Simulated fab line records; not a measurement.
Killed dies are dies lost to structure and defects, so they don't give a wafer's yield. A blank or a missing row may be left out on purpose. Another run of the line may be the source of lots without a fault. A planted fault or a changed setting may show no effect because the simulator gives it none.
Lot-split experiment ; flow gf180mcu ; 23 wafers read across 5 lots, on a route 602 steps long

== THE SPLIT ITSELF ==
At GF_M2_SPUTTER_00 (material Ti, target thk 37.5 nm, time 150 s), the setting timeS was moved away from the recipe's 150 s on 8 of the 23 wafers read, by -5.2% to +11.3%. All remaining wafers had this setting at the recipe value.

The reading is taken at the split's own step.

== THE READING ==
Ti_of_M2_SPUTTER_00.thkNm (the simulator's own value, which no gauge read), in nm, at GF_M2_SPUTTER_00 (material Ti, target thk 37.5 nm, time 150 s). The file does not state a usual value for it. Average 37.47 nm, standard deviation 0.34 nm, over the 15 wafers here run with the recipe.

wafer;tool, chamber at the split;timeS as run, s;against the recipe;Ti_of_M2_SPUTTER_00.thkNm, nm;against lot-mates on the recipe
L079.1;pvdSputter-01, -;150;recipe;37.68;-
L079.3;pvdSputter-01, -;150;recipe;37.21;-
L079.4;pvdSputter-01, -;150;recipe;37.66;-
L079.5;pvdSputter-01, -;150;recipe;37.34;-
L079.6;pvdSputter-01, -;150;recipe;37.6;-
L081.1;pvdSputter-04, -;150;recipe;37.06;-
L081.2;pvdSputter-04, -;150;recipe;37.41;-
L081.3;pvdSputter-04, -;150;recipe;37.88;-
L081.5;pvdSputter-04, -;166.9;+11.3%;42;+4.55
L081.6;pvdSputter-04, -;166.9;+11.3%;41.91;+4.46
L080.1;pvdSputter-04, -;142.2;-5.2%;35.46;-2.04
L080.2;pvdSputter-04, -;150;recipe;37.64;-
L080.3;pvdSputter-04, -;150;recipe;37.36;-
L080.4;pvdSputter-04, -;142.2;-5.2%;35.47;-2.03
L080.5;pvdSputter-04, -;142.2;-5.2%;35.85;-1.65
L082.1;pvdSputter-03, -;160.6;+7.1%;40.25;+2.29
L082.2;pvdSputter-03, -;150;recipe;37.76;-
L082.3;pvdSputter-03, -;150;recipe;38.16;-
L082.4;pvdSputter-03, -;160.6;+7.1%;40.24;+2.28
L082.5;pvdSputter-03, -;160.6;+7.1%;40.17;+2.21
L085.3;pvdSputter-04, -;150;recipe;37.47;-
L085.4;pvdSputter-04, -;150;recipe;37.08;-
L085.6;pvdSputter-04, -;150;recipe;36.81;-

FIT RESULTS
A straight line over all 23 wafers: Ti_of_M2_SPUTTER_00.thkNm changes by +0.387 nm for each +1% of timeS; r = +0.99; the points scatter about the line by 0.3 nm.
The same after taking each lot's own level away (the mean of its wafers on the recipe; 23 wafers): +0.37 nm for each +1%; r = +0.99; scatter 0.27 nm.
According to that fit, moving timeS by its largest amount changes the reading by 4.2 nm.
From 37.120 to 37.960 nm: that is the span of the lots' own levels, equal to 2.5 times the standard deviation above.
The two slopes are in agreement: the lot-to-lot level therefore moves the slope only a little.
Check: +4.02 nm against its lot-mates is what the line predicts for one of the wafers moved furthest among these (+11.3%) when that wafer is left out of the fit. It came out at +4.55 nm against them.

== FURTHER SPLITS ON THESE WAFERS ==
Note: prior to the reading, these wafers also went through further splits. Each is held against what the fit with the lots' levels taken away leaves over:
other split on the same wafers;wafers away from the commonest value;r with Ti_of_M2_SPUTTER_00.thkNm (lot level and that fit taken away)
GF_SALICIDE_SPUTTER_02 timeS;7;+0.12
GF_CONTACT_CVD_00 sih4FlowSccm;6;-0.01
GF_CONTACT_PEB_12 pebTimeS;7;+0.10
GF_M1_SPUTTER_04 powerW;5;+0.08

== FILE'S OWN FIT ==
Ti_of_M2_SPUTTER_00.thkNm changes by +0.376 nm for each +1% of timeS, r = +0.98.
